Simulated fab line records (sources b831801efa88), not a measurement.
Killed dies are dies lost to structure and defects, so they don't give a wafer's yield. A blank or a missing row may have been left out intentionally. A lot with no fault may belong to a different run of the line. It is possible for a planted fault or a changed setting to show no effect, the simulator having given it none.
Struck lot and sound lot, side by side | flow sky130 | 18 out of 708 route steps
Sound: these wafers, L879.2, L879.3, L879.6. The struck wafers were L887.2, L887.3, L887.4. At the end, the cause is stated.
Order at every step that has rows: each side's tool, ch and its chambers, its first start. Under that, the readings that differ: sound wafers | struck wafers | difference of the means | sigmas: that difference in standard deviations of wafers without a fault.
alike: readings with means less than 2 such deviations apart, plus words and numbers identical on both sides. not compared: withheld readings, readings lacking a value on some wafer, bounds such as >300 that could conceal the same value, and numbers that have no deviation in the record and whose values overlap.
A row with sigmas, a row that says differs or no value, or rows on one side alone: a step with any of these is where the two part. When numbers do not overlap yet have no deviation, they are printed without sigmas and do not part them. Lack of a reading on every wafer of one side parts them only where that side has two or more wafers.

first, 3 steps without rows for these wafers: SKY_SONOS_ONO_WET_ETCH_18 (etches Si3N4 in H3PO4, target depth 15 nm, time 172 s); SKY_GATE_OXIDE_CLEAN_00 (cleans in SC1/SC2, time 150 s); SKY_GATE_OXIDE_OXIDATION_01 (stabilise 600 s, purge 300 s, target thk 10.268 nm).
SKY_GATE_OXIDE_THK_MEAS_02:
  sound: film metro-03 at day 14 00:05; struck: film metro-03 at day 17 07:30
  alike: GATE_OXIDE_OXIDATION_00_THK
then, 7 steps without rows for these wafers: SKY_GATE_OXIDE_DEHYDRATE_03 (time 60 s); SKY_GATE_OXIDE_HMDS_04 (prime time 60 s); SKY_GATE_OXIDE_COAT_05 (resist thk 1140 nm); SKY_GATE_OXIDE_SOFTBAKE_06 (time 60 s); SKY_GATE_OXIDE_EXPOSE_07 (exposes mask LVOM, target cd 600 nm); SKY_GATE_OXIDE_PEB_08; SKY_GATE_OXIDE_DEVELOP_09 (develop time 60 s).
SKY_GATE_OXIDE_OVL_MEAS_10:
  sound: overlay-01 at day 15 03:29; struck: overlay-01 at day 18 14:00
  alike: GATE_OXIDE_OVL
SKY_GATE_OXIDE_IMPLANT_11:
  sound on implanter-02 ch 0, day 15 03:32; struck on implanter-02 ch 0, day 18 14:04
  reading            | sound                            | struck                         | difference  | sigmas
  dose ions cm2      | 2.5952e+12 2.6009e+12 2.6033e+12 | 1.9358e+12 1.9376e+12 1.94e+12 | -6.6200e+11 | -99 or more
  faraday current uA | 14.47 14.67 14.56                | 10.91 10.84 10.82              | -3.71       | -14
then, 1 step without rows for these wafers: SKY_GATE_OXIDE_WET_ETCH_12 (etches SiO2 in dHF, target depth 16.8 nm, time 336 s).
SKY_GATE_OXIDE_STRIP_13: strips in O2/N2.
  sound on plasma asher-04 ch 0,1, day 15 03:46; struck on plasma asher-03 ch 0,1, day 18 14:17
  alike: drypump motor current A, n2 flow sccm, oes product au, strip time to endpoint s
  not compared: rf hours counter h
SKY_GATE_OXIDE_TW_MEAS_14:
  sound: film metro-04 at day 15 03:52; struck: film metro-03 at day 18 14:23
  reading       | sound             | struck            | difference | sigmas
  GATE_OXIDE_TW | 224.4 225.7 226.1 | 205.0 206.0 206.1 | -19.7      | -20
then, 1 step without rows for these wafers: SKY_GATE_OXIDE_CLEAN_15 (cleans in SC1/SC2, time 150 s).
-- here the record skips 31 days between the struck wafers' starts before and after, leaving off in module GATE_OXIDE and picking up in module PAD_OPEN (first step shown: number 708 of the route) --
SKY_PAD_OPEN_PROBE_99:
  sound: prober-02 at day 47 03:34; struck: prober-01 at day 49 13:04
  no value came back on the struck wafers for any of 8 readings (model.etest.tip p.rs ohm sq, model.etest.pfet_01v8.r on ohm um and others); on the sound wafers model.etest.tip p.rs ohm sq reads 6784 6800 6730
  alike: killed_at_M0_to_M3, killed_at_M4_up, killed at contacts, killed at front end, killed at other, killed dies, killed open, killed short

## WHERE THEY PART
First at SKY_GATE_OXIDE_IMPLANT_11; last, within this record, at SKY_PAD_OPEN_PROBE_99.

WHY: what had been put in by the simulator
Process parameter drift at SKY_GATE_OXIDE_IMPLANT_11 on implanter-02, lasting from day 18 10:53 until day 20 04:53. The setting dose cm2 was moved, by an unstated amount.
